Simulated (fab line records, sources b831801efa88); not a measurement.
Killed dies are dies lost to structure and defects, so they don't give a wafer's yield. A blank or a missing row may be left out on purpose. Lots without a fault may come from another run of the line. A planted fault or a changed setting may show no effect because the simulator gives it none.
Split-lot experiment | flow gf180mcu | 5 lots, 27 wafers read, on a route of 602 steps

THE SPLIT
At GF_M3_SPUTTER_00 (material Ti, target thk 37.5 nm, time 150 s), the setting time_s was moved away from the recipe's 150 s on 12 of the 27 wafers read, by -29.4% to +42.9%. The other wafers ran this setting at the recipe's value.

The reading is taken at the split's own step.

THE READING
Ti_of_M3_SPUTTER_00.thk_nm (the simulator's own value, which no gauge read), in nm, at GF_M3_SPUTTER_00 (material Ti, target thk 37.5 nm, time 150 s). The file gives no usual value for it. The 15 wafers here that ran the recipe average 37.60 nm, standard deviation 0.44 nm.

wafer  | tool, chamber at the split | time_s as run, s | against the recipe | Ti_of_M3_SPUTTER_00.thk_nm, nm | against lot-mates on the recipe
L075.1 | pvd_sputter-03, -          | 150              | recipe             | 36.87                          | -
L075.3 | pvd_sputter-03, -          | 150              | recipe             | 36.87                          | -
L075.2 | pvd_sputter-03, -          | 195.5            | +30.3%             | 48.87                          | +11.73
L075.4 | pvd_sputter-03, -          | 195.5            | +30.3%             | 48.35                          | +11.21
L075.5 | pvd_sputter-03, -          | 195.5            | +30.3%             | 48.36                          | +11.22
L075.6 | pvd_sputter-03, -          | 150              | recipe             | 37.69                          | -
L077.1 | pvd_sputter-02, -          | 150              | recipe             | 37.31                          | -
L077.2 | pvd_sputter-02, -          | 115.9            | -22.7%             | 29.28                          | -8.47
L077.3 | pvd_sputter-02, -          | 150              | recipe             | 38.23                          | -
L077.4 | pvd_sputter-02, -          | 115.9            | -22.7%             | 29.66                          | -8.09
L077.5 | pvd_sputter-02, -          | 150              | recipe             | 37.72                          | -
L077.6 | pvd_sputter-02, -          | 115.9            | -22.7%             | 29.6                           | -8.15
L080.1 | pvd_sputter-02, -          | 150              | recipe             | 37.81                          | -
L080.2 | pvd_sputter-02, -          | 214.4            | +42.9%             | 54.51                          | +16.61
L080.3 | pvd_sputter-02, -          | 214.4            | +42.9%             | 54                             | +16.10
L080.4 | pvd_sputter-02, -          | 214.4            | +42.9%             | 54.15                          | +16.25
L080.5 | pvd_sputter-02, -          | 150              | recipe             | 38.32                          | -
L080.6 | pvd_sputter-02, -          | 150              | recipe             | 37.58                          | -
L084.2 | pvd_sputter-02, -          | 150              | recipe             | 37.81                          | -
L084.5 | pvd_sputter-02, -          | 150              | recipe             | 37.86                          | -
L084.6 | pvd_sputter-02, -          | 150              | recipe             | 38.16                          | -
L085.1 | pvd_sputter-03, -          | 105.9            | -29.4%             | 26.37                          | -10.91
L085.2 | pvd_sputter-03, -          | 105.9            | -29.4%             | 26.01                          | -11.27
L085.3 | pvd_sputter-03, -          | 150              | recipe             | 37.28                          | -
L085.4 | pvd_sputter-03, -          | 105.9            | -29.4%             | 26.29                          | -10.99
L085.5 | pvd_sputter-03, -          | 150              | recipe             | 37.11                          | -
L085.6 | pvd_sputter-03, -          | 150              | recipe             | 37.44                          | -

THE FIT
A straight line over all 27 wafers: Ti_of_M3_SPUTTER_00.thk_nm changes by +0.377 nm for each +1% of time_s; r = +1.00; the points scatter about the line by 0.48 nm.
The same after taking each lot's own level away (the mean of its wafers on the recipe; 27 wafers): +0.376 nm for each +1%; r = +1.00; scatter 0.29 nm.
On that fit, the largest move of time_s shifts the reading by 16 nm.
The lots' own levels span 37.143 to 37.943 nm, that is 1.8 times the standard deviation above.
So the lot-to-lot level changes the slope little: the two slopes agree.
Check: with one of the wafers moved furthest among these (+42.9%) left out of the fit, the line predicts +16.1 nm for it against its lot-mates. It came out at +16.6 nm against them.

OTHER SPLITS ON THESE WAFERS
These wafers also went through other splits before the reading. Each is held against what the fit with the lots' levels taken away leaves over:
other split on the same wafers          | wafers away from the commonest value | r with Ti_of_M3_SPUTTER_00.thk_nm (lot level and that fit taken away)
GF_STI_OXIDATION_21 ox_time_s           | 18                                   | +0.14
GF_VT_IMPLANT_DEVELOP_28 develop_time_s | 9                                    | +0.00
GF_POLY_GATE_OXIDATION_16 ox_time_s     | 21                                   | +0.05
GF_SAB_DEVELOP_08 develop_time_s        | 6                                    | +0.19
GF_M1_SPUTTER_03 time_s                 | 9                                    | +0.13
GF_M2_SPUTTER_00 time_s                 | 9                                    | -0.23

THE FILE'S OWN FIT
Ti_of_M3_SPUTTER_00.thk_nm changes by +0.376 nm for each +1% of time_s, r = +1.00.
